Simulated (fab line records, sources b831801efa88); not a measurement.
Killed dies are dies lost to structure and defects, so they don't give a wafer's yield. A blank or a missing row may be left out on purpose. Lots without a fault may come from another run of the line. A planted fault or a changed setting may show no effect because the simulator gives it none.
Which tool did it? | flow sky130 | 12 lots, 36 wafers sampled, at 5 steps of a route of 708

WHAT THE GAUGES READ, wafer by wafer
SKY_VT_ADJUST_HVTP_OVL_MEAS_08.
lot  | measured     | on         | VT_ADJUST_HVTP_OVL (nm)
L399 | day 6 07:56  | overlay-02 | 1.2 0.9 -0.3
L401 | day 6 14:25  | overlay-02 | 0.4 -1.2 0.8
L402 | day 6 21:22  | overlay-02 | 0.7 0.3 1.4
L404 | day 7 06:33  | overlay-02 | -0.1 2.0 0.9
L408 | day 8 17:39  | overlay-02 | 1.4 2.6 1.8
L410 | day 8 20:12  | overlay-02 | -0.4 1.1 0.6
L411 | day 9 07:19  | overlay-02 | 2.0 2.3 0.3
L417 | day 10 21:51 | overlay-02 | 1.8 2.3 1.9
L418 | day 11 05:09 | overlay-02 | -0.8 0.7 1.3
L420 | day 11 22:12 | overlay-01 | 0.9 0.7 -0.1
L421 | day 12 01:24 | overlay-01 | -1.7 -1.3 -3.2
L422 | day 12 04:00 | overlay-01 | -0.2 -2.6 -2.2

SKY_VT_ADJUST_LVTN_TW_MEAS_10.
lot  | measured     | on            | VT_ADJUST_LVTN_TW
L399 | day 7 03:07  | film_metro-01 | 240.5 239.6 239.3
L401 | day 7 10:02  | film_metro-02 | 240.2 241.1 238.9
L402 | day 7 17:22  | film_metro-02 | 239.9 239.1 238.3
L404 | day 8 03:13  | film_metro-01 | 239.8 238.9 240.1
L408 | day 9 16:13  | film_metro-03 | 239.3 239.1 238.4
L410 | day 9 18:52  | film_metro-03 | 238.3 237.5 238.0
L411 | day 10 06:17 | film_metro-03 | 239.6 237.5 238.5
L417 | day 11 22:04 | film_metro-03 | 238.3 240.0 236.8
L418 | day 12 05:40 | film_metro-02 | 235.4 236.4 235.4
L420 | day 12 22:54 | film_metro-03 | 239.5 237.9 239.1
L421 | day 13 01:58 | film_metro-01 | 241.2 242.2 240.7
L422 | day 13 04:46 | film_metro-02 | 234.3 233.6 234.1

SKY_LDD_HVP_OVL_MEAS_07.
lot  | measured     | on         | LDD_HVP_OVL (nm)
L399 | day 21 17:01 | overlay-02 | 1.1 -0.6 0.7
L401 | day 22 04:44 | overlay-02 | -1.9 1.4 -3.2
L402 | day 23 01:25 | overlay-01 | -3.1 -0.2 -0.4
L404 | day 23 02:20 | overlay-02 | 0.9 -1.0 -1.6
L408 | day 25 15:13 | overlay-02 | - - -
L410 | day 25 15:19 | overlay-01 | - - -
L411 | day 26 09:17 | overlay-01 | -0.8 -1.6 0.1
L417 | day 28 07:31 | overlay-02 | 0.7 0.7 1.3
L418 | day 28 14:25 | overlay-01 | -1.0 1.7 0.3
L420 | day 29 09:13 | overlay-02 | 0.7 0.0 2.2
L421 | day 29 09:37 | overlay-02 | -1.0 1.9 1.3
L422 | day 29 14:11 | overlay-01 | 0.1 1.9 -0.1

WHICH TOOL RAN EACH LOT (tool, then ch and the chambers of the sampled wafers, then the start)
lot  | SKY_VT_ADJUST_LVTN_STRIP_09          | SKY_LDD_HVP_COAT_02
L399 | plasma_asher-03 ch 0, day 7 03:01    | litho_track-02 ch 0, day 21 01:01
L401 | plasma_asher-03 ch 0,1, day 7 09:56  | litho_track-03 ch 0, day 21 14:23
L402 | plasma_asher-04 ch 0, day 7 17:16    | litho_track-04 ch 0, day 22 09:34
L404 | plasma_asher-03 ch 0,1, day 8 03:07  | litho_track-04 ch 0, day 22 10:11
L408 | plasma_asher-03 ch 0,1, day 9 16:07  | litho_track-03, day 25 00:04
L410 | plasma_asher-03 ch 0,1, day 9 18:46  | litho_track-02, day 25 00:34
L411 | plasma_asher-04 ch 0,1, day 10 06:11 | litho_track-02 ch 0, day 25 18:27
L417 | plasma_asher-03 ch 0,1, day 11 21:58 | litho_track-03 ch 0, day 27 17:20
L418 | plasma_asher-03 ch 0,1, day 12 05:34 | litho_track-02 ch 0, day 28 00:19
L420 | plasma_asher-04 ch 0,1, day 12 22:48 | litho_track-02 ch 0, day 28 19:43
L421 | plasma_asher-02 ch 0,1, day 13 01:51 | litho_track-03 ch 0, day 28 20:02
L422 | plasma_asher-04 ch 0,1, day 13 04:40 | litho_track-04 ch 0, day 29 00:47
- SKY_VT_ADJUST_LVTN_STRIP_09: strips in O2/N2.
- SKY_LDD_HVP_COAT_02: resist thk 300 nm.

WHAT THE TOOLS THEMSELVES READ (means of the sampled wafers that have a number; where no wafer has one, the mark that the record gives instead)
SKY_VT_ADJUST_LVTN_STRIP_09.
lot  | tool            | drypump_motor_current_A (A) | oes_product_au (a.u.) | strip_time_to_endpoint_s (s)
L399 | plasma_asher-03 | 5.0                         | 0.724                 | 36.97
L401 | plasma_asher-03 | 5.3                         | 0.724                 | 36.96
L402 | plasma_asher-04 | 5.6                         | 0.716                 | 36.86
L404 | plasma_asher-03 | 5.3                         | 0.722                 | 37.02
L408 | plasma_asher-03 | 5.3                         | 0.722                 | 37.06
L410 | plasma_asher-03 | 5.6                         | 0.727                 | 36.97
L411 | plasma_asher-04 | 5.3                         | 0.721                 | 36.74
L417 | plasma_asher-03 | 5.3                         | 0.719                 | 37.11
L418 | plasma_asher-03 | 5.6                         | 0.719                 | 36.89
L420 | plasma_asher-04 | 5.3                         | 0.728                 | 36.99
L421 | plasma_asher-02 | 5.8                         | 0.724                 | 37.12
L422 | plasma_asher-04 | 5.5                         | 0.724                 | 36.94

SKY_LDD_HVP_COAT_02.
lot  | tool           | chill_plate_temp_C (C) | dispense_pressure_kPa (kPa)
L399 | litho_track-02 | 23.01                  | 49.7
L401 | litho_track-03 | 23.02                  | 49.0
L402 | litho_track-04 | 22.94                  | 44.4
L404 | litho_track-04 | 23.07                  | 44.5
L408 | litho_track-03 | -                      | -
L410 | litho_track-02 | -                      | -
L411 | litho_track-02 | 23.03                  | 49.7
L417 | litho_track-03 | 22.96                  | 49.0
L418 | litho_track-02 | 22.97                  | 49.7
L420 | litho_track-02 | 22.94                  | 49.7
L421 | litho_track-03 | 22.87                  | 49.0
L422 | litho_track-04 | 22.91                  | 44.4

THE ANSWER, worked out from the rows above alone
Rule: what is usual is taken from the lots themselves. Put in order of their means at a reading, lots are off if they are a third of the lots or fewer, leave a main group of 4 or more, and stand apart from it by a gap of 3 or more times the standard deviation of the main group's means; of several such gaps the widest counts. A main group whose means are all the same, to the digits that the tables above print for the reading, isn't used. A lot without any number at a reading at which 4 lots or more have one is off too. The other lots that the step has rows for count as sound. The gauges are gone through in route order, then the tools' own readings, and for those a lot's mean is taken as printed above. The first step at which some lot is off is used, and at that step the reading that is off furthest; a lot without a number counts as furthest.
Off: L408, L410, at SKY_LDD_HVP_OVL_MEAS_07 (LDD_HVP_OVL). Without a number there: L408, L410. The main group: mean 0.0 nm, standard deviation 0.83.
A tool fits if, at a process step before that reading, it ran every lot that is off, and no sound lot after the first of them. The gauges at SKY_LDD_HVP_OVL_MEAS_07 aren't tried: what is off there is off at SKY_LDD_HVP_COAT_02 too, on other tools, and a gauge's error can't cause that. None of those tried fits.

WHAT THE SIMULATOR HAD PUT IN
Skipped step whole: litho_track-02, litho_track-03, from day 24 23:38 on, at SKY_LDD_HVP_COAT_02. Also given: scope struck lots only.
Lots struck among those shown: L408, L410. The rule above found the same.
